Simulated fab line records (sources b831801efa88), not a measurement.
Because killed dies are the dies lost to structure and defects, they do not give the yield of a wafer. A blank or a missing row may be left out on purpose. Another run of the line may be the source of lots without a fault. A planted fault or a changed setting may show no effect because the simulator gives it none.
Which of the tools did it? ; flow sky130 ; 11 lots with 33 wafers sampled at 6 steps, on a route of 708 steps

## WHAT THE GAUGES READ, wafer by wafer
SKY_SD_N_RS_MEAS_16: uses a four-point probe to measure.
lot;measured;on;SD_N_RS (ohm/sq)
L728;day 28 14:14;filmMetro-03;68.24 68.33 68.28
L727;day 28 21:29;filmMetro-03;68.38 68.34 68.31
L729;day 29 17:19;filmMetro-03;68.39 68.31 68.33
L732;day 30 00:10;filmMetro-02;68.56 68.46 68.54
L737;day 32 09:50;filmMetro-02;68.38 68.40 68.47
L733;day 32 18:20;filmMetro-04;68.54 68.45 68.74
L736;day 32 21:23;filmMetro-02;61.50 61.30 61.57
L743;day 33 03:02;filmMetro-04;61.46 61.36 61.46
L746;day 34 02:53;filmMetro-04;68.36 68.46 68.33
L748;day 34 13:59;filmMetro-04;68.52 68.63 68.37
L750;day 35 05:54;filmMetro-04;68.58 68.66 68.65

SKY_SD_N_RS_MEAS_17: uses a four-point probe to measure.
lot;measured;on;SD_P_RS (ohm/sq)
L728;day 28 14:22;filmMetro-03;146.0 145.8 146.1
L727;day 28 21:36;filmMetro-03;146.7 146.3 146.4
L729;day 29 17:26;filmMetro-03;146.7 146.3 146.2
L732;day 30 00:17;filmMetro-02;146.8 146.3 146.6
L737;day 32 09:57;filmMetro-02;146.3 146.6 146.6
L733;day 32 18:28;filmMetro-04;146.7 146.5 147.1
L736;day 32 21:30;filmMetro-02;112.2 111.7 112.3
L743;day 33 03:09;filmMetro-04;112.6 112.2 112.3
L746;day 34 03:00;filmMetro-04;145.9 146.2 146.1
L748;day 34 14:07;filmMetro-04;146.4 147.2 146.9
L750;day 35 06:01;filmMetro-04;147.4 147.1 147.3

SKY_SD_N_RS_MEAS_18: uses a four-point probe to measure.
lot;measured;on;RES_XHIGH_RS (ohm/sq)
L728;day 28 14:29;filmMetro-03;332.8 332.9 333.0
L727;day 28 21:43;filmMetro-03;333.1 332.9 332.8
L729;day 29 17:33;filmMetro-03;332.7 332.0 333.2
L732;day 30 00:24;filmMetro-02;333.6 333.1 332.8
L737;day 32 10:04;filmMetro-02;333.9 334.2 333.8
L733;day 32 18:35;filmMetro-04;333.6 334.9 334.4
L736;day 32 21:37;filmMetro-02;328.5 329.1 330.3
L743;day 33 03:16;filmMetro-04;330.3 331.1 330.4
L746;day 34 03:07;filmMetro-04;332.3 333.8 333.1
L748;day 34 14:14;filmMetro-04;333.3 333.4 333.2
L750;day 35 06:08;filmMetro-04;333.3 332.6 332.5

SKY_LI_CONTACT_OVL_MEAS_13.
lot;measured;on;LI_CONTACT_OVL (nm)
L728;day 29 19:54;overlay-01;3 4 4
L727;day 30 02:02;overlay-02;-11 -2 -3
L729;day 30 22:06;overlay-02;7 6 0
L732;day 31 05:01;overlay-01;-3 4 6
L737;day 33 12:36;overlay-01;6 3 1
L733;day 33 21:37;overlay-02;-2 -5 -2
L736;day 34 00:39;overlay-02;-3 2 -8
L743;day 34 05:31;overlay-02;-1 -1 -1
L746;day 35 06:19;overlay-02;6 8 5
L748;day 35 17:19;overlay-02;-3 -2 -2
L750;day 36 08:42;overlay-01;-5 -5 -6

SKY_LI_CONTACT_THK_MEAS_23: measures by xrf.
lot;measured;on;LI_CONTACT_W_THK (nm)
L728;day 29 20:44;filmMetro-03;379 374 382
L727;day 30 02:53;filmMetro-02;379 382 379
L729;day 30 22:56;filmMetro-02;389 387 378
L732;day 31 05:52;filmMetro-02;394 390 389
L737;day 33 13:26;filmMetro-04;385 384 384
L733;day 33 22:28;filmMetro-04;387 386 387
L736;day 34 01:29;filmMetro-02;387 384 385
L743;day 34 06:22;filmMetro-03;387 388 390
L746;day 35 07:10;filmMetro-02;391 391 392
L748;day 35 18:10;filmMetro-04;381 382 373
L750;day 36 09:34;filmMetro-03;382 385 383

## WHICH TOOL RAN EACH LOT (tool, then ch and the chambers of the sampled wafers, then the start)
lot;SKY_SD_N_RTA_14
L728;rtpAnneal-01 ch 0, day 28 14:04
L727;rtpAnneal-02 ch 0, day 28 21:18
L729;rtpAnneal-01 ch 0, day 29 17:08
L732;rtpAnneal-01 ch 0, day 29 23:59
L737;rtpAnneal-01 ch 0, day 32 09:39
L733;rtpAnneal-02 ch 0, day 32 18:06
L736;rtpAnneal-01 ch 0, day 32 21:04
L743;rtpAnneal-01 ch 0, day 33 02:51
L746;rtpAnneal-02 ch 0, day 34 02:42
L748;rtpAnneal-02 ch 0, day 34 13:49
L750;rtpAnneal-02 ch 0, day 35 05:43
- SKY_SD_N_RTA_14: time 2 s.

## AS READ BY THE TOOLS THEMSELVES (means over the sampled wafers that have a number; for cases with no such wafer, the mark the record gives instead)
SKY_SD_N_RTA_14.
lot;tool;lampPowerPct (%);wafer_temp_C_max
L728;rtpAnneal-01;15.76;1078.1
L727;rtpAnneal-02;15.75;1079.4
L729;rtpAnneal-01;15.74;1077.5
L732;rtpAnneal-01;15.75;1077.9
L737;rtpAnneal-01;15.70;1078.4
L733;rtpAnneal-02;15.67;1077.4
L736;rtpAnneal-01;16.70;1117.5
L743;rtpAnneal-01;16.76;1116.0
L746;rtpAnneal-02;15.71;1077.8
L748;rtpAnneal-02;15.70;1078.3
L750;rtpAnneal-02;15.80;1077.1

## THE ANSWER, worked out from the rows above alone
Rule: the lots themselves supply what counts as usual. The widest of any qualifying gaps counts: lots, ordered by their means at a reading, are off when they make up no more than a third of the lots, leave a main group of 4 or more, and stand apart from it by 3 or more times the standard deviation of that group's means. Not used: any main group whose means are identical at the precision the tables above print for the reading. A lot without any number at a reading at which 4 lots or more have one is off too. All remaining lots with rows at the step are treated as sound. Order of review: gauges by route order, followed by the tools' own readings, for which a lot's mean as printed above is used. At the first step where some lot is off, the reading lying furthest off is the one used; lots without a number count as furthest.
Off: L736, L743, seen at SKY_SD_N_RS_MEAS_16 (SD_N_RS). The main group has a mean of 68.44 ohm/sq with a standard deviation of 0.11.
A tool fits if, at a process step before that reading, it ran every lot that is off, and no sound lot after the first of them. The gauges at SKY_SD_N_RS_MEAS_16 aren't tried: what is off there is off at SKY_SD_N_RTA_14 too, on other tools, and a gauge's error can't cause that. One candidate fits, namely rtpAnneal-01 at SKY_SD_N_RTA_14. A fault onset in the window from L737 (day 32 09:39, its last sound lot) to L736 (day 32 21:04, its first lot off) fits.
The tool's own readings at SKY_SD_N_RTA_14 bear it out: on the lots that are off they differ by more than 5 times the standard deviation of the sound lots' means. lampPowerPct reads 16.73 % there against 15.73 % on the sound lots; wafer_temp_C_max reads 1116.8 there against 1078.0 on the sound lots.

## WHAT THE SIMULATOR HAD PUT IN
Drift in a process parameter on rtpAnneal-01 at SKY_SD_N_RTA_14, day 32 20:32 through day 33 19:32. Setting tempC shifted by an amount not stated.
Shown lots that were struck: L736, L743. The rule above found the same.
